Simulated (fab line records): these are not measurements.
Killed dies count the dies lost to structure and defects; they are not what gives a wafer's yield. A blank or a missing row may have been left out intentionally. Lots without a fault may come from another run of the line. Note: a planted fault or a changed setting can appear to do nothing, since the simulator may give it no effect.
Struck lot and sound lot, side by side + flow sky130 + 24 out of 708 route steps
Sound: these wafers, L427.3, L427.5, L427.6. Wafers L431.1, L431.2, L431.4 were the ones struck. Last of all comes the cause.
At each step with rows: each side's tool, then ch and its chambers, then its first start. Under that, the readings that differ: sound wafers + struck wafers + difference of the means + sigmas: that difference in standard deviations of wafers without a fault.
alike: readings with means less than 2 such deviations apart, plus words and numbers identical on both sides. not compared: withheld readings, readings lacking a value on some wafer, bounds such as >300 that could conceal the same value, and numbers that have no deviation in the record and whose values overlap.
The two part at a step that has a row with sigmas, a row that says differs or no value, or rows on one side only. Non-overlapping numbers with no deviation appear without sigmas and do not part them. Lack of a reading on every wafer of one side parts them only where that side has two or more wafers.

first, 4 steps without rows for these wafers: SKY_CAP2M_SOFTBAKE_08 (time 60 s); SKY_CAP2M_EXPOSE_09 (exposes mask CAP2M, target cd 1000 nm); SKY_CAP2M_PEB_10; SKY_CAP2M_DEVELOP_11 (develop time 60 s).
SKY_CAP2M_OVL_MEAS_12:
  sound on overlay-01 at day 41 05:58; struck on overlay-02 at day 42 02:10
  alike: CAP2M_OVL
SKY_CAP2M_METAL_ETCH_13: etches TiN in Cl2/BCl3, stops on SiO2, target depth 220 nm, time 62.9 s.
  sound on rie_metal-01 ch 0,1, day 41 06:01; struck on rie_metal-01 ch 1, day 42 02:12
  alike: drypump_motor_current_A, oes_product_au, throttle_valve_pct
  not compared: rf_hours_counter_h
SKY_CAP2M_STRIP_14: strips in O2/N2.
  sound on plasma_asher-01 ch 0,1, day 41 06:06; struck on plasma_asher-01 ch 0,1, day 42 02:21
  alike: drypump_motor_current_A, oes_product_au, strip_time_to_endpoint_s
  not compared: rf_hours_counter_h
then, 5 steps without rows for these wafers: SKY_CAP2M_STRIP_15 (strips in post etch residue remover, time 1200 s); SKY_CAP2M_CLEAN_16 (cleans in IPA, time 180 s); SKY_CAP2M_CLEAN_17 (cleans in O3/DIW); SKY_METAL4_DEHYDRATE_05 (time 60 s); SKY_METAL4_HMDS_06 (prime time 60 s).
SKY_METAL4_COAT_07: resist thk 60 nm.
  sound on litho_track-03 ch 0, day 41 16:33; struck on litho_track-01 ch 0, day 42 13:49
  alike: spin_speed_rpm
then, 5 steps without rows for these wafers: SKY_METAL4_COAT_08 (resist thk 1140 nm); SKY_METAL4_SOFTBAKE_09 (time 90 s); SKY_METAL4_EXPOSE_10 (exposes mask MM4, target cd 300 nm); SKY_METAL4_PEB_11; SKY_METAL4_DEVELOP_12 (develop time 60 s).
SKY_METAL4_CD_MEAS_13 targets a cd of 300 nm.
  sound on cd_sem-02 at day 42 05:17; struck on cd_sem-01 at day 43 01:03
  alike: cd_nm
SKY_METAL4_OVL_MEAS_14:
  sound on overlay-01 at day 42 05:23; struck on overlay-01 at day 43 01:10
  alike: METAL4_OVL
SKY_METAL4_DESCUM_15: chemistry O2, time 8 s.
  sound on rie_metal-04 ch 0,1, day 42 05:25; struck on rie_metal-02 ch 1, day 43 01:13
  alike: drypump_motor_current_A, oes_product_au
  not compared: rf_hours_counter_h
SKY_METAL4_ETCH_16: etches BARC in N2/H2, stops on SiO2, time 88.2 s, target depth 60 nm.
  sound on rie_metal-04 ch 0,1, day 42 05:28; struck on rie_metal-02 ch 1, day 43 01:16
| reading                  | sound             | struck            | difference | sigmas |
|--------------------------|-------------------|-------------------|------------|--------|
| model.etch.depth_nm (nm) | 60.01 59.79 59.98 | 61.61 61.63 61.58 | +1.68      |        |
  alike: drypump_motor_current_A, oes_product_au, throttle_valve_pct
  not compared: rf_hours_counter_h
SKY_METAL4_ETCH_17: etches SiO2 in C4F8/O2/Ar, stops on TiN, time 3.9 s, target depth 15 nm.
  sound on rie_diel-01 ch 1,2,3, day 42 05:32; struck on rie_diel-03 ch 0,2,3, day 43 01:28
  alike: oes_product_au
  not compared: rf_hours_counter_h
after that, 1 step had no rows for these wafers: SKY_PAD_OPEN_PROBE_99.

WHERE THEY PART
Nowhere in this record.

WHY: whatever the simulator had introduced
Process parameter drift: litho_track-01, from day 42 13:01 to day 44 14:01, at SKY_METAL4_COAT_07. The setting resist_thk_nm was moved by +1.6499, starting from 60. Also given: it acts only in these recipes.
